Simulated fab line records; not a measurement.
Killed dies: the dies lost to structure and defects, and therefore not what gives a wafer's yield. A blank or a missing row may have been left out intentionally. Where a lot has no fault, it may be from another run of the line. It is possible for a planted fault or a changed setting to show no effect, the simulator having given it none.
The tool behind it: which one? :: flow gf180mcu :: 39 wafers from 13 lots sampled at 2 of the route's 602 steps

## WHAT THE GAUGES READ, wafer by wafer
GF_V3_THK_MEAS_25: measures by xrf. Usual: V3_W_THK 354 nm, standard deviation 5.4.
lot: L695
measured: day 22 04:27
on: film metro-01
V3_W_THK (nm): 350 349 353
flag: 

lot: L696
measured: day 22 06:00
on: film metro-04
V3_W_THK (nm): 352 347 350
flag: 

lot: L697
measured: day 22 22:28
on: film metro-01
V3_W_THK (nm): 360 356 350
flag: 

lot: L699
measured: day 23 18:33
on: film metro-04
V3_W_THK (nm): 347 349 350
flag: 

lot: L700
measured: day 24 01:05
on: film metro-04
V3_W_THK (nm): 355 349 349
flag: 

lot: L701
measured: day 24 13:11
on: film metro-01
V3_W_THK (nm): 366 371 356
flag: 

lot: L706
measured: day 26 00:16
on: film metro-04
V3_W_THK (nm): 351 352 347
flag: 

lot: L713
measured: day 28 15:13
on: film metro-04
V3_W_THK (nm): 350 346 358
flag: 

lot: L714
measured: day 28 23:48
on: film metro-02
V3_W_THK (nm): 357 354 364
flag: 

lot: L715
measured: day 29 05:24
on: film metro-01
V3_W_THK (nm): 356 357 352
flag: 

lot: L716
measured: day 29 11:24
on: film metro-04
V3_W_THK (nm): 353 348 346
flag: 

lot: L717
measured: day 29 13:44
on: film metro-02
V3_W_THK (nm): 354 356 349
flag: 

lot: L718
measured: day 30 00:37
on: film metro-02
V3_W_THK (nm): 359 360 360
flag: 

GF_V5_THK_MEAS_01. Usual: V5_CVD_00_THK 299.0 nm, standard deviation 2.5.
lot: L695
measured: day 26 03:22
on: film metro-04
V5_CVD_00_THK (nm): 304.5 299.8 303.2
flag: 

lot: L696
measured: day 26 05:08
on: film metro-04
V5_CVD_00_THK (nm): 299.4 296.8 296.7
flag: 

lot: L697
measured: day 26 19:53
on: film metro-04
V5_CVD_00_THK (nm): 299.9 300.2 301.8
flag: 

lot: L699
measured: day 27 13:38
on: film metro-02
V5_CVD_00_THK (nm): 300.5 302.6 304.2
flag: 

lot: L700
measured: day 27 18:58
on: film metro-04
V5_CVD_00_THK (nm): 296.6 296.1 297.8
flag: 

lot: L701
measured: day 28 06:15
on: film metro-02
V5_CVD_00_THK (nm): 297.1 295.3 298.7
flag: 

lot: L706
measured: day 29 12:29
on: film metro-04
V5_CVD_00_THK (nm): 300.7 298.4 300.8
flag: 

lot: L713
measured: day 31 20:18
on: film metro-01
V5_CVD_00_THK (nm): 297.0 300.9 300.1
flag: 

lot: L714
measured: day 32 04:07
on: film metro-01
V5_CVD_00_THK (nm): 299.7 297.6 297.5
flag: 

lot: L715
measured: day 32 09:50
on: film metro-04
V5_CVD_00_THK (nm): 298.5 294.9 297.2
flag: 

lot: L716
measured: day 32 14:13
on: film metro-04
V5_CVD_00_THK (nm): 295.9 297.6 301.1
flag: 

lot: L717
measured: day 32 15:36
on: film metro-02
V5_CVD_00_THK (nm): 297.4 298.0 294.7
flag: 

lot: L718
measured: day 33 00:31
on: film metro-02
V5_CVD_00_THK (nm): 295.5 299.1 295.5
flag: 

## EACH LOT AND THE TOOL THAT RAN IT (in order: tool; ch and the chambers of the sampled wafers; start)
Record: no process step prior to these readings.

## AS READ BY THE TOOLS THEMSELVES (means over the sampled wafers that have a number; for cases with no such wafer, the mark the record gives instead)
The record holds no such reading with a usual standard deviation.

## THE ANSWER, worked out from the rows above alone
Rule: take the mean of a lot's wafers that have a number; if it is more than 3 standard deviations from the usual mean, the lot is off. A lot without any number at a reading at which 4 lots or more have one is off too. Any other lot the step has rows for is counted as sound. Order of review: gauges by route order, followed by the tools' own readings, for which a lot's mean as printed above is used. At the first step where some lot is off, the reading lying furthest off is the one used; lots without a number count as furthest.
Nothing can be told from this: no lot is off at any reading shown.

## WHAT WAS PUT IN BY THE SIMULATOR
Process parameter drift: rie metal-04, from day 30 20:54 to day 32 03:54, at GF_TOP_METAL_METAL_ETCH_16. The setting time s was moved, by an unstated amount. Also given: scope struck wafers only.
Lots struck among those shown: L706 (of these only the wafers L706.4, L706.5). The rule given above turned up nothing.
